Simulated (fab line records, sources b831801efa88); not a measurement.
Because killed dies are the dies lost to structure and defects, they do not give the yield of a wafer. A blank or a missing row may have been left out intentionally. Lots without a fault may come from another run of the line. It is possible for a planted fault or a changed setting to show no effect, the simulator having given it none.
A struck lot beside a sound one / flow gf180mcu / 23 steps out of a route of 602
Sound: the wafers L335.3, L335.4, L335.5. The struck wafers were L343.1, L343.2, L343.3. The cause is named last.
Per side, at each step with rows, come the tool, then ch with its chambers, and then its first start. Under that, the readings that differ: sound wafers / struck wafers / difference of the means / sigmas: that difference in standard deviations of wafers without a fault.
alike: words and numbers the same on both sides, and readings whose means are apart by under 2 such deviations; not compared: readings that were withheld, readings missing a value for some wafer, numbers with overlapping values and no deviation given by the record, and bounds like >300 which may hide the same value.
A row with sigmas, a row that says differs or no value, or rows on one side alone: a step with any of these is where the two part. Numbers that don't overlap but have no deviation are shown without sigmas and don't part them. A reading missing from all wafers of one side parts the sides only when that side holds two or more wafers.

first, 5 steps without rows for these wafers: GF_MVSD_COAT_02 (resist thk 3000 nm); GF_MVSD_SOFTBAKE_03; GF_MVSD_EXPOSE_04 (exposes mask MVSD, target cd 1000 nm); GF_MVSD_PEB_05; GF_MVSD_DEVELOP_06 (develop time 60 s).
GF_MVSD_OVL_MEAS_07:
  sound on overlay-01 at day 5 06:25; struck on overlay-01 at day 7 03:35
  alike: MVSD_OVL
then, 2 steps without rows for these wafers: GF_MVSD_IMPLANT_08; GF_MVSD_IMPLANT_09.
GF_MVSD_STRIP_10: strips in O2/N2.
  sound on plasma-asher-02 ch 0,1, day 5 06:47; struck on plasma-asher-03 ch 0,1, day 7 03:55
  alike: chamber-pressure-mTorr, drypump-motor-current-A, heater-power-w, oes-product-au, platen-temp-c, strip-time-to-endpoint-s
  not compared: rf-hours-counter-h
GF_MVSD_TW_MEAS_11:
  sound on film-metro-01 at day 5 06:52; struck on film-metro-01 at day 7 04:01
  alike: MVSD_TW
then, 2 steps without rows for these wafers: GF_MVPSD_DEHYDRATE_00 (time 60 s); GF_MVPSD_HMDS_01 (prime time 60 s).
GF_MVPSD_COAT_02: resist thk 3000 nm.
  sound on litho-track-01 ch 0, day 5 13:41; struck on litho-track-02 ch 0, day 7 11:08
reading=model.coat_of_MVPSD_COAT_02.thk-nm (nm); sound=2998 3004 2997; struck=2916 2915 2917; difference=-84; sigmas=
  alike: resist-line-temp-C
then, 3 steps without rows for these wafers: GF_MVPSD_SOFTBAKE_03; GF_MVPSD_EXPOSE_04 (exposes mask MVPSD, target cd 1000 nm); GF_MVPSD_PEB_05.
GF_MVPSD_DEVELOP_06: develop time 60 s.
  sound: litho-track-02 ch 0; struck: litho-track-01 ch 0
reading=model.coat_of_MVPSD_COAT_02.thk-nm (nm); sound=2997 3003 2996; struck=2915 2914 2916; difference=-84; sigmas=
  alike: developer-temp-C, resist-line-temp-C
GF_MVPSD_OVL_MEAS_07:
  sound on overlay-02 at day 5 21:21; struck on overlay-02 at day 7 19:56
  alike: MVPSD_OVL
then, 2 steps without rows for these wafers: GF_MVPSD_IMPLANT_08; GF_MVPSD_IMPLANT_09.
GF_MVPSD_STRIP_10: strips in O2/N2.
  sound on plasma-asher-03 ch 0,1, day 5 21:43; struck on plasma-asher-03 ch 0,1, day 7 20:16
reading=strip-time-to-endpoint-s (s); sound=36.93 36.98 36.93; struck=36.00 36.00 36.04; difference=-0.93; sigmas=-10
  alike: chamber-pressure-mTorr, drypump-motor-current-A, heater-power-w, oes-product-au, platen-temp-c
  not compared: rf-hours-counter-h
GF_MVPSD_TW_MEAS_11:
  sound on film-metro-01 at day 5 21:48; struck on film-metro-01 at day 7 20:22
reading=MVPSD_TW; sound=554.7 553.6 550.7; struck=557.9 558.9 557.1; difference=+5.0; sigmas=+2
-- the record jumps here: 25 days lie between the struck wafers' starts before and after (it left off in module MVPSD and takes up again in module PASSIVATION, whose first step shown is number 602 of the route) --
GF_PASSIVATION_PROBE_99:
  rows exist in the record for the struck wafers here (prober-01, day 32 08:46), but not for the sound ones

## WHERE THEY PART
First at GF_MVPSD_STRIP_10; last, within this record, at GF_PASSIVATION_PROBE_99.

WHY: what had been put in by the simulator
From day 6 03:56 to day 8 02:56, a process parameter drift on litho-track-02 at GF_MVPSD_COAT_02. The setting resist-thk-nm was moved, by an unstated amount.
